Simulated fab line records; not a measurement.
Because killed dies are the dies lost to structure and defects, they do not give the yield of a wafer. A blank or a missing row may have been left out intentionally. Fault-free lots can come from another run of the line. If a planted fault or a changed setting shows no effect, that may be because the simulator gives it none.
Struck lot and sound lot, side by side -- flow sky130 -- 15 steps out of a route of 708
Sound: the wafers L141.3, L141.4, L141.5. Wafers L128.3, L128.5, L128.6 were the ones struck. The cause is given at the end.
For every step that has rows: the tool of each side, followed by ch and its chambers, followed by its first start. Under that, the readings that differ: sound wafers -- struck wafers -- difference of the means -- sigmas: that difference in standard deviations of wafers without a fault.
alike: words and numbers the same on both sides, and readings whose means are apart by under 2 such deviations; not compared: readings that were withheld, readings missing a value for some wafer, numbers with overlapping values and no deviation given by the record, and bounds like >300 which may hide the same value.
The two part at a step that has a row with sigmas, a row that says differs or no value, or rows on one side only. Non-overlapping numbers with no deviation appear without sigmas and do not part them. A reading that every wafer of one side lacks parts them only if that side has two wafers or more.

SKY_LI_CONTACT_CD_MEAS_12: the cd target is 170 nm.
  struck on cd-sem-02, day 32 09:48; sound on cd-sem-02, day 35 17:36
  alike: cd-nm
SKY_LI_CONTACT_OVL_MEAS_13:
  struck on overlay-02, day 32 09:54; sound on overlay-01, day 35 17:42
  alike: LI_CONTACT_OVL
then, 2 steps without rows for these wafers: SKY_LI_CONTACT_ETCH_14 (etches BARC in N2/H2, stops on SiO2, time 45.9 s, target depth 60 nm); SKY_LI_CONTACT_ETCH_15 (etches PSG in C4F8/O2/Ar, stops on Si, target depth 600 nm).
SKY_LI_CONTACT_STRIP_16: strips in O2/N2.
  sound on plasma-asher-01 ch 0,1, day 35 17:53; struck on plasma-asher-01 ch 0,1, day 32 10:05
  alike: chamber-pressure-mTorr, drypump-motor-current-A, oes-product-au, strip-time-to-endpoint-s
  not compared: rf-hours-counter-h
then, 2 steps without rows for these wafers: SKY_LI_CONTACT_CLEAN_17 (cleans in NMP, time 600 s); SKY_LI_CONTACT_PRE_CLEAN_18 (time 5.6 s).
SKY_LI_CONTACT_SPUTTER_19: material Ti, target thk 20 nm, time 106.37 s.
  struck on pvd-sputter-04, day 32 10:22; sound on pvd-sputter-03, day 35 18:10
  alike: throttle-valve-pct
SKY_LI_CONTACT_SPUTTER_20: material TiN, target thk 20 nm, time 80 s.
  struck on pvd-sputter-04, day 32 10:26; sound on pvd-sputter-03, day 35 18:14
  alike: throttle-valve-pct
SKY_LI_CONTACT_CVD_21: deposits W, target thk 400 nm, time 120.56 s.
  sound on cvd-w-01 ch 0,1, day 35 18:20; struck on cvd-w-02 ch 0,1, day 32 10:32
reading,sound,struck,difference,sigmas
heater-power-w (W),811 775 765,922 924 871,+122,+2
SKY_LI_CONTACT_RS_MEAS_22: measures by four-point-probe.
  struck on film-metro-03, day 32 10:40; sound on film-metro-04, day 35 18:28
reading,sound,struck,difference,sigmas
LI_CONTACT_W_RS (ohm/sq),0.278 0.278 0.277,0.284 0.283 0.290,+0.008,+2
SKY_LI_CONTACT_THK_MEAS_23: measures by xrf.
  struck on film-metro-03, day 32 10:46; sound on film-metro-04, day 35 18:34
  alike: LI_CONTACT_W_THK
SKY_LI_CONTACT_CMP_24: polishes, stops on PSG, t overpolish 20 s, target thk 0 nm.
  sound on cmp-01 ch 0,2,3, day 35 18:40; struck on cmp-01 ch 1,2, day 32 10:51
reading,sound,struck,difference,sigmas
platen-rpm (rpm),59.98 60.06 59.96,65.94 65.94 66.02,+5.97,+99 or more
  alike: motor-current-A, overpolish-run-s, time-to-endpoint-s
SKY_LOCAL_INTERCONNECT_SPUTTER_00: material TiN, target thk 100 nm, time 83.3 s.
  struck on pvd-sputter-04, day 32 11:06; sound on pvd-sputter-04, day 35 18:55
  alike: throttle-valve-pct
-- record jumps: 16 days separate the struck wafers' starts on either side; left off in module LOCAL_INTERCONNECT, taken up again in module PAD_OPEN, whose first shown step is the route's number 708 --
SKY_PAD_OPEN_PROBE_99:
  struck on prober-01, day 48 09:34; sound on prober-01, day 50 08:05
  alike: killed_at_M0_to_M3, killed_at_M4_up, killed-at-contacts, killed-at-front-end, killed-at-other, killed-dies, killed-open, killed-short

WHERE THEY PART
Earliest at SKY_LI_CONTACT_CVD_21; latest, in this record, at SKY_LI_CONTACT_CMP_24. Later steps at which nothing parts them and some readings are alike: SKY_LOCAL_INTERCONNECT_SPUTTER_00, SKY_PAD_OPEN_PROBE_99.

WHY: the cause the simulator had injected
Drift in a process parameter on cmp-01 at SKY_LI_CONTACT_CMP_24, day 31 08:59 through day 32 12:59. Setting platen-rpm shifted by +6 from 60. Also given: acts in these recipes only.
